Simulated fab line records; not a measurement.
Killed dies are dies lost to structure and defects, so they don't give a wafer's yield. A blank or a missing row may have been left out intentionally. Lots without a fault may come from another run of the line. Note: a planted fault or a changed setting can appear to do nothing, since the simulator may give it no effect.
fab line records	flow sky130	part 1 of 2: steps 1 to 31 of 42
record lots=5	wafers=15	lastDay=49
route steps=708 shown SONOS_TUNNEL@163 SONOS_ONO@168 GATE_OXIDE@187 POLY_GATE@204
lots untouched by any fault: they come from a run of this same line in which no faults occurred
startH: start of the lot's first displayed wafer, in hours after the record's first day	waitH: time in hours since the lot's previous step	" identical to the entry in the row above	L1.1+2: a row that stands for several wafers	- value missing, or start not given	* or withheld: withheld	< > ~ a bound
route shown NAME@n: names a module that has steps shown in the file, with the first one's number in the route	usual: mean/standard deviation taken from wafers without a fault	same: alike in all rows	chamber/n: place in a boat	sites: the reading at each site	_std_site: standard deviation across them	_edge_site: inner sites' mean taken away from outer sites' mean	radiusMm: for every site, how far away it sits from the centre of the wafer	mask NAME#n: copy n	behind: the most recent tool/chamber to have shaped the wafer	hold: why the lot went on hold/how many hours it stayed there/how the hold came to an end	device: whichever transistor did not switch (one of n, p or np)	end of line: the same wafers' tests at the end of the route	step lacking rows: just its recipe	killed: not the wafer's yield, but the dies lost to structure and defects at the first sort	map: dies across one wafer; x = killed, . = not, _ = none there
set.NAME: the setting as run; set.NAME@STEP: as run at that earlier step	model.NAME: the simulator's own value behind a step, which no gauge read
a table for each step, a row for each wafer; lots at some steps of the route
services: from which hour (startH, from the record's first day; less than 0 if before it) a tool's chamber was out of use, for how many hours, and why
## steps
# step SKY_SONOS_TUNNEL_IMPLANT_09
# recipe species=B	energyKev=19.7	doseCm2=1e+12	tiltDeg=withheld
# usual beamEnergyKeV=19.700/0.0062
lot.wafer	tool	chamber	startH	waitH	beamEnergyKeV
L081.1	implanter-04	0	328.10	0.0	19.698
L081.4	"	0	"	"	19.693
L081.6	"	0	"	"	19.697
L083.3	implanter-04	0	329.96	0.1	19.688
L083.4	"	0	"	"	19.695
L083.6	"	0	"	"	19.693
L085.1	implanter-03	0	335.35	0.0	19.705
L085.2	"	0	"	"	19.700
L085.3	"	0	"	"	19.706
L090.4	implanter-03	0	387.69	0.1	19.691
L090.5	"	0	"	"	19.707
L090.6	"	0	"	"	19.701
L092.1	implanter-03	0	404.39	0.0	19.694
L092.5	"	0	"	"	19.697
L092.6	"	0	"	"	19.698
# step SKY_SONOS_TUNNEL_WET_ETCH_10
# recipe chemistry=dHF	targetDepthNm=14	target=SiO2	dilution=100:1	tempC=25	timeS=280
lot.wafer	tool	chamber	startH	waitH
L081.1+4+6	wetBench-02	1	328.25	0.1
L083.3+4+6	wetBench-04	2	330.06	0.1
L085.1+2+3	wetBench-04	3	335.50	0.1
L090.4+5+6	wetBench-04	0	387.76	0.1
L092.1+5+6	wetBench-04	2	404.54	0.1
# step SKY_SONOS_TUNNEL_STRIP_11
# recipe chemistry=SPM	timeS=600	tempC=130
lot.wafer	tool	chamber	startH	waitH
L081.1+4+6	wetBench-04	1	328.33	0.0
L083.3+4+6	wetBench-02	0	330.15	0.0
L085.1+2+3	wetBench-03	3	335.58	0.0
L090.4+5+6	wetBench-02	3	387.85	0.0
L092.1+5+6	wetBench-02	1	404.63	0.0
# step SKY_SONOS_TUNNEL_TW_MEAS_12
# usual SONOS_TUNNEL_TW=197.0/0.9
lot.wafer	tool	chamber	startH	waitH	SONOS_TUNNEL_TW
L081.1	filmMetro-04	-	328.51	0.0	198.2
L081.4	"	-	"	"	198.0
L081.6	"	-	"	"	198.1
L083.3	filmMetro-01	-	330.34	0.0	196.0
L083.4	"	-	"	"	196.4
L083.6	"	-	"	"	197.0
L085.1	filmMetro-02	-	335.76	0.0	197.2
L085.2	"	-	"	"	197.2
L085.3	"	-	"	"	197.7
L090.4	filmMetro-04	-	388.07	0.0	198.3
L090.5	"	-	"	"	197.9
L090.6	"	-	"	"	198.5
L092.1	filmMetro-01	-	404.80	0.0	194.4
L092.5	"	-	"	"	195.4
L092.6	"	-	"	"	196.0
# step SKY_SONOS_TUNNEL_CLEAN_13
# recipe chemistry=dHF	timeS=20	dilution=100:1	dry=ipaMarangoni
lot.wafer	tool	chamber	startH	waitH
L081.1+4+6	wetBench-03	0	328.57	0.1
L083.3+4+6	wetBench-03	3	330.38	0.0
L085.1+2+3	wetBench-02	0	335.82	0.1
L090.4+5+6	wetBench-03	1	388.10	0.0
L092.1+5+6	wetBench-04	0	404.86	0.1
# step SKY_SONOS_ONO_OXIDATION_00
# recipe tempC=800	ambient=O2	idleTempC=700	rampUpCPerMin=10	rampDownCPerMin=3	stabiliseS=600	purgeS=300	targetThkA=26	oxTimeS=1249
# usual rampDownCPerMin=2.9999/0.00055	tubeCenterTempC=799.99/0.074	zonePowerUpperPct=13.4/0.79
lot.wafer	tool	chamber	startH	waitH	rampDownCPerMin	tubeCenterTempC	zonePowerUpperPct
L081.1	furnace-02	0	329.13	0.6	3.0000	799.87	14.7
L081.4	"	0	"	"	2.9990	799.91	14.8
L081.6	"	0	"	"	3.0001	800.03	14.7
L083.3	furnace-02	0	331.99	1.6	2.9996	800.03	14.7
L083.4	"	0	"	"	3.0008	800.08	14.7
L083.6	"	0	"	"	2.9999	799.87	14.7
L085.1	furnace-01	0	337.82	2.0	3.0005	799.94	12.8
L085.2	"	0	"	"	3.0008	800.13	12.8
L085.3	"	0	"	"	3.0002	800.02	13.0
L090.4	furnace-01	0	388.51	0.4	2.9998	799.9	12.9
L090.5	"	0	"	"	2.9999	799.85	12.9
L090.6	"	0	"	"	3.0004	800.15	12.9
L092.1	furnace-01	0	404.97	0.1	2.9991	800.01	12.9
L092.5	"	0	"	"	2.9998	799.95	13.0
L092.6	"	0	"	"	3.0008	800.03	13.0
# step SKY_SONOS_ONO_THK_MEAS_01
# recipe reads=SiO2_of_SONOS_ONO_OXIDATION_00
# usual SONOS_ONO_OXIDATION_THK=2.57/0.057
lot.wafer	tool	chamber	startH	waitH	SONOS_ONO_OXIDATION_THK[nm]
L081.1	filmMetro-03	-	330.48	0.0	2.60
L081.4	"	-	"	"	2.58
L081.6	"	-	"	"	2.57
L083.3	filmMetro-04	-	333.36	0.0	2.59
L083.4	"	-	"	"	2.61
L083.6	"	-	"	"	2.62
L085.1	filmMetro-04	-	339.16	0.0	2.56
L085.2	"	-	"	"	2.51
L085.3	"	-	"	"	2.55
L090.4	filmMetro-02	-	389.89	0.0	2.54
L090.5	"	-	"	"	2.59
L090.6	"	-	"	"	2.64
L092.1	filmMetro-03	-	406.31	0.0	2.52
L092.5	"	-	"	"	2.60
L092.6	"	-	"	"	2.56
# step SKY_SONOS_ONO_CVD_02
# recipe material=Si3N4	precursor=DCS/NH3	targetThkNm=10.5	tempC=770	timeS=180	pressureMtorr=250
# usual zonePowerUpperPct=13.3/0.44
lot.wafer	tool	chamber	startH	waitH	zonePowerUpperPct
L081.1	lpcvd-02	1	332.39	1.9	13.9
L081.4	"	1	"	"	13.7
L081.6	"	1	"	"	13.9
L083.3	lpcvd-02	0	335.22	1.9	12.9
L083.4	"	0	"	"	13.0
L083.6	"	0	"	"	12.7
L085.1	lpcvd-02	1	339.60	0.4	13.6
L085.2	"	1	"	"	13.9
L085.3	"	1	"	"	13.9
L090.4	lpcvd-02	0	390.59	0.7	13.0
L090.5	"	0	"	"	12.9
L090.6	"	0	"	"	12.8
L092.1	lpcvd-02	0	407.16	0.8	13.1
L092.5	"	0	"	"	13.1
L092.6	"	0	"	"	12.8
# step SKY_SONOS_ONO_THK_MEAS_03
# recipe reads=Si3N4_of_SONOS_ONO_CVD_02
# usual SONOS_ONO_CVD_02_THK=10.49/0.14
lot.wafer	tool	chamber	startH	waitH	SONOS_ONO_CVD_02_THK[nm]
L081.1	filmMetro-03	-	333.44	0.0	10.41
L081.4	"	-	"	"	10.36
L081.6	"	-	"	"	10.40
L083.3	filmMetro-02	-	336.29	0.0	10.46
L083.4	"	-	"	"	10.58
L083.6	"	-	"	"	10.39
L085.1	filmMetro-03	-	340.65	0.0	10.44
L085.2	"	-	"	"	10.46
L085.3	"	-	"	"	10.56
L090.4	filmMetro-04	-	391.67	0.0	10.42
L090.5	"	-	"	"	10.38
L090.6	"	-	"	"	10.38
L092.1	filmMetro-02	-	408.21	0.0	10.57
L092.5	"	-	"	"	10.71
L092.6	"	-	"	"	10.43
# step SKY_SONOS_ONO_CVD_04
# recipe material=SiO2	precursor=SiH4/N2O	targetThkNm=5.7199	tempC=900	pressureMtorr=400
# usual zonePowerUpperPct=18.4/1.5
lot.wafer	tool	chamber	startH	waitH	zonePowerUpperPct
L081.1	lpcvd-03	1	333.50	0.1	20.1
L081.4	"	1	"	"	20.4
L081.6	"	1	"	"	20.4
L083.3	lpcvd-03	0	336.33	0.0	17.0
L083.4	"	0	"	"	17.1
L083.6	"	0	"	"	17.5
L085.1	lpcvd-03	0	340.71	0.1	16.8
L085.2	"	0	"	"	17.1
L085.3	"	0	"	"	17.3
L090.4	lpcvd-03	0	391.90	0.2	17.4
L090.5	"	0	"	"	17.4
L090.6	"	0	"	"	17.5
L092.1	lpcvd-03	1	408.27	0.1	20.2
L092.5	"	1	"	"	20.2
L092.6	"	1	"	"	20.3
# step SKY_SONOS_ONO_THK_MEAS_05
# recipe reads=SiO2_of_SONOS_ONO_CVD_04
# usual SONOS_ONO_CVD_04_THK=5.69/0.12
lot.wafer	tool	chamber	startH	waitH	SONOS_ONO_CVD_04_THK[nm]
L081.1	filmMetro-04	-	335.37	0.0	5.63
L081.4	"	-	"	"	5.65
L081.6	"	-	"	"	5.73
L083.3	filmMetro-02	-	337.60	0.0	5.56
L083.4	"	-	"	"	5.52
L083.6	"	-	"	"	5.47
L085.1	filmMetro-02	-	341.96	0.0	5.55
L085.2	"	-	"	"	5.62
L085.3	"	-	"	"	5.54
L090.4	filmMetro-03	-	393.18	0.0	5.71
L090.5	"	-	"	"	5.84
L090.6	"	-	"	"	5.71
L092.1	filmMetro-02	-	409.52	0.0	5.74
L092.5	"	-	"	"	5.78
L092.6	"	-	"	"	5.70
# step SKY_SONOS_ONO_DEHYDRATE_06
# recipe tempC=200	timeS=60
lot.wafer	tool	chamber	startH	waitH
L081.1+4+6	lithoTrack-03	0	349.03	13.7
L083.3+4+6	lithoTrack-01	0	350.91	13.3
L085.1+2+3	lithoTrack-03	0	355.18	13.2
L090.4+5+6	lithoTrack-01	0	407.28	14.1
L092.1+5+6	lithoTrack-02	0	423.64	14.1
# step SKY_SONOS_ONO_HMDS_07
# recipe primeTimeS=60	primeTempC=120
lot.wafer	tool	chamber	startH	waitH
L081.1+4+6	lithoTrack-03	0	349.18	0.1
L083.3+4+6	lithoTrack-01	0	351.06	0.1
L085.1+2+3	lithoTrack-03	0	355.33	0.1
L090.4+5+6	lithoTrack-01	0	407.43	0.1
L092.1+5+6	lithoTrack-02	0	423.79	0.1
# step SKY_SONOS_ONO_COAT_08
# recipe resist=NOVOLAK	spinRpm=3000	resistThkNm=1140
lot.wafer	tool	chamber	startH	waitH
L081.1+4+6	lithoTrack-03	0	349.33	0.1
L083.3+4+6	lithoTrack-01	0	351.21	0.1
L085.1+2+3	lithoTrack-03	0	355.48	0.1
L090.4+5+6	lithoTrack-01	0	407.58	0.1
L092.1+5+6	lithoTrack-02	0	423.94	0.1
# step SKY_SONOS_ONO_SOFTBAKE_09
# recipe tempC=90	timeS=60	resist=NOVOLAK
lot.wafer	tool	chamber	startH	waitH
L081.1+4+6	lithoTrack-03	0	349.48	0.1
L083.3+4+6	lithoTrack-01	0	351.36	0.1
L085.1+2+3	lithoTrack-03	0	355.63	0.1
L090.4+5+6	lithoTrack-01	0	407.73	0.1
L092.1+5+6	lithoTrack-02	0	424.09	0.1
# step SKY_SONOS_ONO_EXPOSE_10
# recipe maskId=ONOM	targetCdNm=410	na=0.6	sourceShape=conventional	sigmaOuter=0.6	doseMj=150
lot.wafer	tool	chamber	startH	waitH	mask
L081.1+4+6	ilineStepper-02	0	-	-	ONOM#0
L083.3+4+6	ilineStepper-01	0	-	-	ONOM#0
L085.1+2+3	ilineStepper-02	0	-	-	ONOM#0
L090.4+5+6	ilineStepper-01	0	-	-	ONOM#0
L092.1+5+6	ilineStepper-02	0	-	-	ONOM#0
# step SKY_SONOS_ONO_PEB_11
# recipe tempC=withheld	timeS=*	resist=NOVOLAK
lot.wafer	tool	chamber	startH	waitH
L081.1+4+6	lithoTrack-02	0	-	-
L083.3+4+6	lithoTrack-02	0	-	-
L085.1+2+3	lithoTrack-02	0	-	-
L090.4+5+6	lithoTrack-01	0	-	-
L092.1+5+6	lithoTrack-01	0	-	-
# step SKY_SONOS_ONO_DEVELOP_12
# recipe developTimeS=60	devTempC=23
# usual developerTempC=23.01/0.095
lot.wafer	tool	chamber	startH	waitH	developerTempC
L081.1	lithoTrack-02	0	362.34	0.1	23.07
L081.4	"	0	"	"	23.12
L081.6	"	0	"	"	23.10
L083.3	lithoTrack-02	0	363.79	0.1	23.06
L083.4	"	0	"	"	22.75
L083.6	"	0	"	"	23.05
L085.1	lithoTrack-02	0	368.69	0.1	23.08
L085.2	"	0	"	"	22.90
L085.3	"	0	"	"	22.89
L090.4	lithoTrack-01	0	422.83	0.1	22.96
L090.5	"	0	"	"	23.03
L090.6	"	0	"	"	22.95
L092.1	lithoTrack-01	0	439.06	0.1	23.01
L092.5	"	0	"	"	23.16
L092.6	"	0	"	"	23.06
# step SKY_SONOS_ONO_CD_MEAS_13
# recipe targetCdNm=410
# usual cdNm=409.3/1.8
lot.wafer	tool	chamber	startH	waitH	cdNm
L081.1	cdSem-01	-	362.49	0.1	409.9
L081.4	"	-	"	"	410.6
L081.6	"	-	"	"	411.3
L083.3	cdSem-02	-	363.93	0.1	406.9
L083.4	"	-	"	"	407.4
L083.6	"	-	"	"	406.8
L085.1	cdSem-02	-	368.91	0.2	408.0
L085.2	"	-	"	"	408.1
L085.3	"	-	"	"	407.5
L090.4	cdSem-02	-	422.97	0.1	412.2
L090.5	"	-	"	"	408.7
L090.6	"	-	"	"	407.9
L092.1	cdSem-02	-	439.21	0.1	408.1
L092.5	"	-	"	"	409.5
L092.6	"	-	"	"	409.6
# step SKY_SONOS_ONO_OVL_MEAS_14
# usual SONOS_ONO_OVL=-0.3/1.1
lot.wafer	tool	chamber	startH	waitH	SONOS_ONO_OVL[nm]
L081.1	overlay-02	-	362.61	0.1	1.3
L081.4	"	-	"	"	-0.6
L081.6	"	-	"	"	-0.1
L083.3	overlay-01	-	364.03	0.1	-0.5
L083.4	"	-	"	"	0.4
L083.6	"	-	"	"	0.2
L085.1	overlay-01	-	369.03	0.1	-1.0
L085.2	"	-	"	"	-1.1
L085.3	"	-	"	"	-0.5
L090.4	overlay-01	-	423.04	0.1	0.4
L090.5	"	-	"	"	-0.4
L090.6	"	-	"	"	-0.5
L092.1	overlay-01	-	439.33	0.1	0.1
L092.5	"	-	"	"	-0.3
L092.6	"	-	"	"	1.1
# step SKY_SONOS_ONO_ETCH_15
# recipe targetDepthNm=19.52	chemistry=CHF3/O2	sourceW=600	biasW=200	pressureMtorr=40	chf3FlowSccm=50	O2_flow_sccm=5	timeS=7.8
# usual drypumpMotorCurrentA=5.5/0.41	oesProductAu=1.000/0.011	throttleValvePct=8.824/0.0094
lot.wafer	tool	chamber	startH	waitH	drypumpMotorCurrentA	oesProductAu	rfHoursCounterH	throttleValvePct
L081.1	rieDiel-04	2	362.65	0.0	5.0	1.006	6	8.842
L081.4	"	3	"	"	5.5	1.008	59	8.821
L081.6	"	3	"	"	5.6	1.004	-	8.823
L083.3	rieDiel-02	3	364.05	0.0	6.2	0.987	44	8.823
L083.4	"	1	"	"	5.0	0.984	10	8.812
L083.6	"	3	"	"	6.2	0.990	-	8.806
L085.1	rieDiel-04	3	369.07	0.0	5.6	1.008	59	8.825
L085.2	"	2	"	"	5.0	1.001	6	8.827
L085.3	"	1	"	"	5.8	1.000	111	8.828
L090.4	rieDiel-04	0	423.06	0.0	5.8	1.003	84	8.827
L090.5	"	0	"	"	5.8	1.007	-	8.843
L090.6	"	1	"	"	5.8	0.996	-	8.818
L092.1	rieDiel-02	2	439.36	0.0	5.7	1.015	44	8.819
L092.5	"	0	"	"	4.9	1.009	-	8.833
L092.6	"	1	"	"	5.0	0.993	-	8.818
# step SKY_SONOS_ONO_WET_ETCH_16
# recipe chemistry=dHF	targetDepthNm=14	dry=n2Spin	target=SiO2	dilution=100:1	tempC=25	timeS=280
lot.wafer	tool	chamber	startH	waitH
L081.1+4+6	wetBench-03	1	362.67	0.0
L083.3+4+6	wetBench-03	0	364.07	0.0
L085.1+2+3	wetBench-03	3	369.09	0.0
L090.4+5+6	wetBench-04	2	423.08	0.0
L092.1+5+6	wetBench-03	2	439.38	0.0
# step SKY_SONOS_ONO_STRIP_17
# recipe chemistry=O2/N2	powerW=1400	pressureMtorr=1500	platenTempC=withheld	o2FlowSccm=3000	n2FlowSccm=300	overashFraction=0.5
# usual drypumpMotorCurrentA=5.5/0.45	oesProductAu=0.710/0.0043	stripTimeToEndpointS=14.09/0.037
# same overashFraction=0.5
lot.wafer	tool	chamber	startH	waitH	drypumpMotorCurrentA	oesProductAu	rfHoursCounterH	stripTimeToEndpointS
L081.1	plasmaAsher-01	0	362.76	0.0	5.3	0.706	67	14.08
L081.4	"	0	"	"	5.3	0.709	-	14.06
L081.6	"	0	"	"	5.3	0.703	-	14.11
L083.3	plasmaAsher-01	0	364.19	0.0	5.3	0.707	-	14.08
L083.4	"	1	"	"	5.5	0.705	-	14.13
L083.6	"	1	"	"	5.5	0.709	-	14.11
L085.1	plasmaAsher-03	1	369.17	0.0	6.2	0.707	67	14.14
L085.2	"	0	"	"	5.8	0.720	67	14.14
L085.3	"	0	"	"	5.8	0.708	-	14.15
L090.4	plasmaAsher-02	1	423.21	0.0	4.8	0.716	-	14.14
L090.5	"	0	"	"	6.1	0.717	-	14.13
L090.6	"	1	"	"	4.8	0.718	-	14.08
L092.1	plasmaAsher-02	0	439.48	0.0	6.1	0.702	62	14.05
L092.5	"	0	"	"	6.1	0.721	-	14.06
L092.6	"	1	"	"	4.8	0.709	-	14.07
# step SKY_SONOS_ONO_WET_ETCH_18
# recipe chemistry=H3PO4	targetDepthNm=15	target=Si3N4	tempC=160	timeS=172
lot.wafer	tool	chamber	startH	waitH
L081.1+4+6	wetBench-01	3	362.86	0.1
L083.3+4+6	wetBench-01	3	364.26	0.0
L085.1+2+3	wetBench-03	1	369.32	0.1
L090.4+5+6	wetBench-03	3	423.28	0.0
L092.1+5+6	wetBench-03	2	439.59	0.1
# step SKY_GATE_OXIDE_CLEAN_00
# recipe chemistry=SC1/SC2	mix=1:4:20	tempC=70	timeS=150	dry=n2Spin
lot.wafer	tool	chamber	startH	waitH
L081.1+4+6	wetBench-04	1	362.91	0.0
L083.3+4+6	wetBench-04	3	364.31	0.0
L085.1+2+3	wetBench-04	3	369.51	0.1
L090.4+5+6	wetBench-04	3	423.33	0.0
L092.1+5+6	wetBench-04	1	439.65	0.0
# step SKY_GATE_OXIDE_OXIDATION_01
# recipe tempC=900	ambient=O2	stabiliseS=600	purgeS=300	targetThkA=102.68	oxTimeS=1473
# usual tubeCenterTempC=900.02/0.082	zonePowerUpperPct=17.7/1.2
lot.wafer	tool	chamber	startH	waitH	tubeCenterTempC	zonePowerUpperPct
L081.1	furnace-01	0	364.87	1.9	900.07	16.7
L081.4	"	0	"	"	900.06	16.7
L081.6	"	0	"	"	900.11	16.6
L083.3	furnace-01	0	364.87	0.5	899.78	16.6
L083.4	"	0	"	"	900	16.5
L083.6	"	0	"	"	900.11	16.5
L085.1	furnace-02	0	369.67	0.1	900.22	18.7
L085.2	"	0	"	"	900.05	19.1
L085.3	"	0	"	"	900.09	18.9
L090.4	furnace-01	0	427.11	3.7	900.06	16.5
L090.5	"	0	"	"	900.04	16.3
L090.6	"	0	"	"	900.12	16.3
L092.1	furnace-02	0	440.71	1.0	900.09	18.4
L092.5	"	0	"	"	899.93	18.6
L092.6	"	0	"	"	899.91	19.1
# step SKY_GATE_OXIDE_THK_MEAS_02
# recipe reads=SiO2_of_GATE_OXIDE_OXIDATION_01
# usual GATE_OXIDE_OXIDATION_00_THK=10.14/0.2
lot.wafer	tool	chamber	startH	waitH	GATE_OXIDE_OXIDATION_00_THK[nm]
L081.1	filmMetro-01	-	366.28	0.0	9.84
L081.4	"	-	"	"	9.75
L081.6	"	-	"	"	9.92
L083.3	filmMetro-03	-	366.35	0.1	10.10
L083.4	"	-	"	"	10.28
L083.6	"	-	"	"	10.28
L085.1	filmMetro-01	-	371.08	0.0	9.80
L085.2	"	-	"	"	10.27
L085.3	"	-	"	"	9.85
L090.4	filmMetro-01	-	428.55	0.0	10.31
L090.5	"	-	"	"	10.29
L090.6	"	-	"	"	10.51
L092.1	filmMetro-03	-	442.12	0.0	10.26
L092.5	"	-	"	"	10.09
L092.6	"	-	"	"	10.13
# step SKY_GATE_OXIDE_DEHYDRATE_03
# recipe tempC=200	timeS=60
lot.wafer	tool	chamber	startH	waitH
L081.1+4+6	lithoTrack-03	0	379.13	12.8
L083.3+4+6	lithoTrack-04	0	379.29	12.9
L085.1+2+3	lithoTrack-04	0	385.39	14.3
L090.4+5+6	lithoTrack-03	0	442.41	13.8
L092.1+5+6	lithoTrack-04	0	456.74	14.6
# step SKY_GATE_OXIDE_HMDS_04
# recipe primeTimeS=60	primeTempC=120
lot.wafer	tool	chamber	startH	waitH
L081.1+4+6	lithoTrack-03	0	379.28	0.1
L083.3+4+6	lithoTrack-04	0	379.44	0.1
L085.1+2+3	lithoTrack-04	0	385.54	0.1
L090.4+5+6	lithoTrack-03	0	442.56	0.1
L092.1+5+6	lithoTrack-04	0	456.89	0.1
# step SKY_GATE_OXIDE_COAT_05
# recipe resist=NOVOLAK	spinRpm=3000	resistThkNm=1140
lot.wafer	tool	chamber	startH	waitH
L081.1+4+6	lithoTrack-03	0	379.43	0.1
L083.3+4+6	lithoTrack-04	0	379.59	0.1
L085.1+2+3	lithoTrack-04	0	385.69	0.1
L090.4+5+6	lithoTrack-03	0	442.71	0.1
L092.1+5+6	lithoTrack-04	0	457.04	0.1
# step SKY_GATE_OXIDE_SOFTBAKE_06
# recipe tempC=90	timeS=60	resist=NOVOLAK
lot.wafer	tool	chamber	startH	waitH
L081.1+4+6	lithoTrack-03	0	379.58	0.1
L083.3+4+6	lithoTrack-04	0	379.74	0.1
L085.1+2+3	lithoTrack-04	0	385.84	0.1
L090.4+5+6	lithoTrack-03	0	442.86	0.1
L092.1+5+6	lithoTrack-04	0	457.19	0.1
